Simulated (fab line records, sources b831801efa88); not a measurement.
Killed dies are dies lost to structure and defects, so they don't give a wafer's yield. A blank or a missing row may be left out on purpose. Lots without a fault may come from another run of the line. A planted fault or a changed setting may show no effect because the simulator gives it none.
A struck lot beside a sound one | flow sky130 | 17 steps out of a route of 708
Sound: wafers L722.1, L722.4, L722.5. Struck: wafers L733.2, L733.5, L733.6. The cause comes at the end.
At each step with rows: each side's tool, then ch and its chambers, then its first start. Under that, the readings that differ: sound wafers | struck wafers | difference of the means | sigmas: that difference in standard deviations of wafers without a fault.
alike: readings whose means differ by less than 2 such deviations, and words and numbers that are the same on both sides. not compared: withheld readings, readings that some wafer has no value for, bounds like >300 that may hide the same value, and numbers for which the record gives no deviation and whose values overlap.
The two part at a step that has a row with sigmas, a row that says differs or no value, or rows on one side only. Numbers that don't overlap but have no deviation are shown without sigmas and don't part them. A reading that every wafer of one side lacks parts them only if that side has two wafers or more.

first, 1 step without rows for these wafers: SKY_SD_P_DEVELOP_06 (develop time 60 s).
SKY_SD_P_CD_MEAS_07: target cd 380 nm.
  sound on cd_sem-02, day 29 07:28; struck on cd_sem-02, day 32 16:12
  alike: cd_nm
SKY_SD_P_OVL_MEAS_08:
  sound on overlay-01, day 29 07:35; struck on overlay-01, day 32 16:18
  alike: SD_P_OVL
then, 1 step without rows for these wafers: SKY_SD_P_IMPLANT_09.
SKY_SD_P_STRIP_10: strips in O2/N2.
  sound on plasma_asher-01 ch 0,1, day 29 07:47; struck on plasma_asher-01 ch 0,1, day 32 16:29
  alike: drypump_motor_current_A, oes_product_au, strip_time_to_endpoint_s
  not compared: rf_hours_counter_h
SKY_SD_P_TW_MEAS_11:
  sound on film_metro-04, day 29 07:53; struck on film_metro-04, day 32 16:35
  alike: SD_P_TW
then, 6 steps without rows for these wafers: SKY_RES_XHIGH_DEHYDRATE_00 (time 60 s); SKY_RES_XHIGH_HMDS_01 (prime time 60 s); SKY_RES_XHIGH_COAT_02 (resist thk 1140 nm); SKY_RES_XHIGH_SOFTBAKE_03 (time 60 s); SKY_RES_XHIGH_EXPOSE_04 (exposes mask URPM, target cd 1270 nm); SKY_RES_XHIGH_PEB_05.
SKY_RES_XHIGH_DEVELOP_06: develop time 60 s.
  sound on litho_track-01 ch 0, day 30 11:29; struck on litho_track-01, day 33 19:21
  no value came back on the struck wafers for chill_plate_temp_C (C), develop_time_s (s); on the sound wafers chill_plate_temp_C (C) reads 23.15 23.03 23.12
then, 1 step without rows for these wafers: SKY_RES_XHIGH_IMPLANT_07.
SKY_RES_XHIGH_STRIP_08: strips in O2/N2.
  sound on plasma_asher-02 ch 0,1, day 30 11:47; struck on plasma_asher-02 ch 0,1, day 33 19:38
  reading                      | sound             | struck            | difference | sigmas
  strip_time_to_endpoint_s (s) | 14.23 14.23 14.20 | 14.35 14.34 14.32 | +0.12      | +3
  alike: drypump_motor_current_A, oes_product_au
  not compared: rf_hours_counter_h
SKY_RES_XHIGH_TW_MEAS_09:
  sound on film_metro-04, day 30 11:53; struck on film_metro-01, day 33 19:44
  reading      | sound          | struck   | difference | sigmas
  RES_XHIGH_TW | 1675 1672 1677 | 30 31 30 | -1644      | -99 or more
then, 1 step without rows for these wafers: SKY_SD_N_DEHYDRATE_00 (time 60 s).

WHERE THEY PART
First at SKY_RES_XHIGH_DEVELOP_06; last, within this record, at SKY_RES_XHIGH_TW_MEAS_09.

WHY: what the simulator had put in
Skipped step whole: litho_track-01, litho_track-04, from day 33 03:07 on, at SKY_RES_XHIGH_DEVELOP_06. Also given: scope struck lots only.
